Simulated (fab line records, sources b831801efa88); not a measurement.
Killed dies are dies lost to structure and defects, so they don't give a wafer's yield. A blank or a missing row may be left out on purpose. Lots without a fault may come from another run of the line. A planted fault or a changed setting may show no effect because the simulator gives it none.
Which tool did it? | flow gf180mcu | 12 lots, 36 wafers sampled, at 5 steps of a route of 602

WHAT THE GAUGES READ, wafer by wafer
GF_TOP_METAL_CD_MEAS_14: target cd 440 nm. Usual: cd_nm 439.0 nm, standard deviation 2.1.
lot  | measured     | on        | cd_nm (nm)        | flag
L226 | day 28 04:01 | cd_sem-01 | 441.1 439.1 440.5 |
L227 | day 28 22:25 | cd_sem-01 | 438.1 440.1 438.4 |
L228 | day 29 02:27 | cd_sem-01 | 439.6 439.6 440.6 |
L229 | day 29 09:39 | cd_sem-01 | 434.7 436.7 435.9 |
L230 | day 29 20:18 | cd_sem-01 | 440.2 439.4 439.7 |
L231 | day 30 10:53 | cd_sem-01 | 439.0 439.8 440.3 |
L234 | day 30 22:14 | cd_sem-01 | 447.7 447.2 449.2 | OFF
L237 | day 31 17:14 | cd_sem-01 | 447.2 447.2 448.0 | OFF
L243 | day 33 02:28 | cd_sem-01 | 439.9 437.1 437.7 |
L244 | day 33 10:32 | cd_sem-02 | 442.5 442.2 442.8 |
L245 | day 33 14:37 | cd_sem-02 | 439.2 437.9 438.7 |
L247 | day 34 05:05 | cd_sem-02 | 435.2 435.0 437.1 |

WHICH TOOL RAN EACH LOT (tool, then ch and the chambers of the sampled wafers, then the start)
lot  | GF_V3_CVD_23                  | GF_V3_CMP_26                  | GF_M4_SPUTTER_02             | GF_TOP_METAL_EXPOSE_11
L226 | cvd_w-01 ch 0,1, day 22 10:04 | cmp-02 ch 0,3, day 22 10:19   | pvd_sputter-03, day 22 10:45 | iline_stepper-01 ch 0, day 27 18:05
L227 | cvd_w-02 ch 0,1, day 23 08:13 | cmp-01 ch 0,1, day 23 08:28   | pvd_sputter-03, day 23 08:54 | iline_stepper-01 ch 0, day 28 13:10
L228 | cvd_w-02 ch 0,1, day 23 14:44 | cmp-02 ch 0,1,3, day 23 15:05 | pvd_sputter-02, day 23 15:28 | iline_stepper-02 ch 0, day 28 17:07
L229 | cvd_w-01 ch 0,1, day 23 23:11 | cmp-01 ch 0,1,2, day 23 23:34 | pvd_sputter-04, day 23 23:54 | iline_stepper-02 ch 0, day 29 00:08
L230 | cvd_w-02 ch 0,1, day 24 10:22 | cmp-02 ch 0,3, day 24 10:37   | pvd_sputter-03, day 24 11:02 | iline_stepper-01 ch 0, day 29 10:44
L231 | cvd_w-02 ch 0,1, day 25 01:50 | cmp-01 ch 0,1, day 25 02:11   | pvd_sputter-03, day 25 02:34 | iline_stepper-01 ch 0, day 30 01:44
L234 | cvd_w-02 ch 0,1, day 25 17:06 | cmp-02 ch 1,2, day 25 17:23   | pvd_sputter-03, day 25 17:49 | iline_stepper-01 ch 0, day 30 13:07
L237 | cvd_w-02 ch 0,1, day 26 13:34 | cmp-01 ch 1,2,3, day 26 13:58 | pvd_sputter-03, day 26 14:17 | iline_stepper-01 ch 0, day 31 08:02
L243 | cvd_w-01 ch 0,1, day 28 07:41 | cmp-02 ch 0,1,3, day 28 08:08 | pvd_sputter-02, day 28 08:25 | iline_stepper-02 ch 0, day 32 18:29
L244 | cvd_w-01 ch 0,1, day 28 12:55 | cmp-02 ch 0,1, day 28 13:12   | pvd_sputter-03, day 28 13:38 | iline_stepper-02 ch 0, day 33 02:14
L245 | cvd_w-01 ch 0,1, day 28 21:04 | cmp-02 ch 0,1,3, day 28 21:25 | pvd_sputter-02, day 28 21:47 | iline_stepper-02 ch 0, day 33 07:34
L247 | cvd_w-01 ch 0,1, day 29 13:52 | cmp-02 ch 0,1,2, day 29 14:10 | pvd_sputter-02, day 29 14:35 | iline_stepper-02 ch 0, day 33 22:07
- GF_V3_CVD_23: deposits W, target thk 350 nm, time 104.9 s.
- GF_V3_CMP_26: polishes, stops on SiO2, t overpolish 15 s, target thk 0 nm.
- GF_M4_SPUTTER_02: material AlCu, target thk 450 nm, time 23.9 s.
- GF_TOP_METAL_EXPOSE_11: exposes mask MetalTop, target cd 440 nm.

WHAT THE TOOLS THEMSELVES READ (means of the sampled wafers that have a number; where no wafer has one, the mark that the record gives instead)
GF_V3_CVD_23. Usual: heater_power_w 809 W, standard deviation 63.
lot  | tool     | heater_power_w (W) | flag
L226 | cvd_w-01 | 770                |
L227 | cvd_w-02 | 822                |
L228 | cvd_w-02 | 866                |
L229 | cvd_w-01 | 789                |
L230 | cvd_w-02 | 856                |
L231 | cvd_w-02 | 860                |
L234 | cvd_w-02 | 836                |
L237 | cvd_w-02 | 827                |
L243 | cvd_w-01 | 760                |
L244 | cvd_w-01 | 783                |
L245 | cvd_w-01 | 770                |
L247 | cvd_w-01 | 771                |

GF_V3_CMP_26. Usual: motor_current_A 10.7 A, standard deviation 1.2; overpolish_run_s 15.001 s, standard deviation 0.0087; time_to_endpoint_s 87 s, standard deviation 3.8.
lot  | tool   | motor_current_A (A) | overpolish_run_s (s) | time_to_endpoint_s (s) | flag
L226 | cmp-02 | 10.1                | 15.012               | 93                     |
L227 | cmp-01 | 11.2                | 14.998               | 90                     |
L228 | cmp-02 | 10.7                | 14.999               | 88                     |
L229 | cmp-01 | 10.6                | 15.002               | 90                     |
L230 | cmp-02 | 9.9                 | 14.995               | 87                     |
L231 | cmp-01 | 11.3                | 15.002               | 89                     |
L234 | cmp-02 | 11.7                | 14.999               | 90                     |
L237 | cmp-01 | 10.1                | 15.006               | 90                     |
L243 | cmp-02 | 10.8                | 15.002               | 85                     |
L244 | cmp-02 | 10.7                | 15.012               | 81                     |
L245 | cmp-02 | 10.9                | 15.003               | 87                     |
L247 | cmp-02 | 10.5                | 14.989               | 85                     |

GF_M4_SPUTTER_02. Usual: throttle_valve_pct 29.7 %, standard deviation 1.2.
lot  | tool           | throttle_valve_pct (%) | flag
L226 | pvd_sputter-03 | 30.3                   |
L227 | pvd_sputter-03 | 30.5                   |
L228 | pvd_sputter-02 | 29.1                   |
L229 | pvd_sputter-04 | 28.9                   |
L230 | pvd_sputter-03 | 30.3                   |
L231 | pvd_sputter-03 | 30.6                   |
L234 | pvd_sputter-03 | 30.2                   |
L237 | pvd_sputter-03 | 30.5                   |
L243 | pvd_sputter-02 | 29.5                   |
L244 | pvd_sputter-03 | 30.2                   |
L245 | pvd_sputter-02 | 30.0                   |
L247 | pvd_sputter-02 | 28.7                   |

GF_TOP_METAL_EXPOSE_11. Usual: exposure_dose_mJ_cm2 169.87, standard deviation 0.19.
lot  | tool             | exposure_dose_mJ_cm2 | flag
L226 | iline_stepper-01 | 169.97               |
L227 | iline_stepper-01 | 169.94               |
L228 | iline_stepper-02 | 169.73               |
L229 | iline_stepper-02 | 169.93               |
L230 | iline_stepper-01 | 169.98               |
L231 | iline_stepper-01 | 170.23               |
L234 | iline_stepper-01 | 164.19               | OFF
L237 | iline_stepper-01 | 165.12               | OFF
L243 | iline_stepper-02 | 169.76               |
L244 | iline_stepper-02 | 170.04               |
L245 | iline_stepper-02 | 169.78               |
L247 | iline_stepper-02 | 169.78               |

THE ANSWER, worked out from the rows above alone
Rule: a lot is off if the mean of its wafers that have a number lies more than 3 standard deviations from the usual mean. A lot without any number at a reading at which 4 lots or more have one is off too. The other lots that the step has rows for count as sound. The gauges are gone through in route order, then the tools' own readings, and for those a lot's mean is taken as printed above. The first step at which some lot is off is used, and at that step the reading that is off furthest; a lot without a number counts as furthest.
Off: L234, L237, at GF_TOP_METAL_CD_MEAS_14 (cd_nm).
A tool fits if, at a process step before that reading, it ran every lot that is off, and no sound lot after the first of them. The gauges at GF_TOP_METAL_CD_MEAS_14 aren't tried: what is off there is off at GF_TOP_METAL_EXPOSE_11 too, on other tools, and a gauge's error can't cause that. Can't be told from this: 2 tools fit, cvd_w-02 at GF_V3_CVD_23, iline_stepper-01 at GF_TOP_METAL_EXPOSE_11.

WHAT THE SIMULATOR HAD PUT IN
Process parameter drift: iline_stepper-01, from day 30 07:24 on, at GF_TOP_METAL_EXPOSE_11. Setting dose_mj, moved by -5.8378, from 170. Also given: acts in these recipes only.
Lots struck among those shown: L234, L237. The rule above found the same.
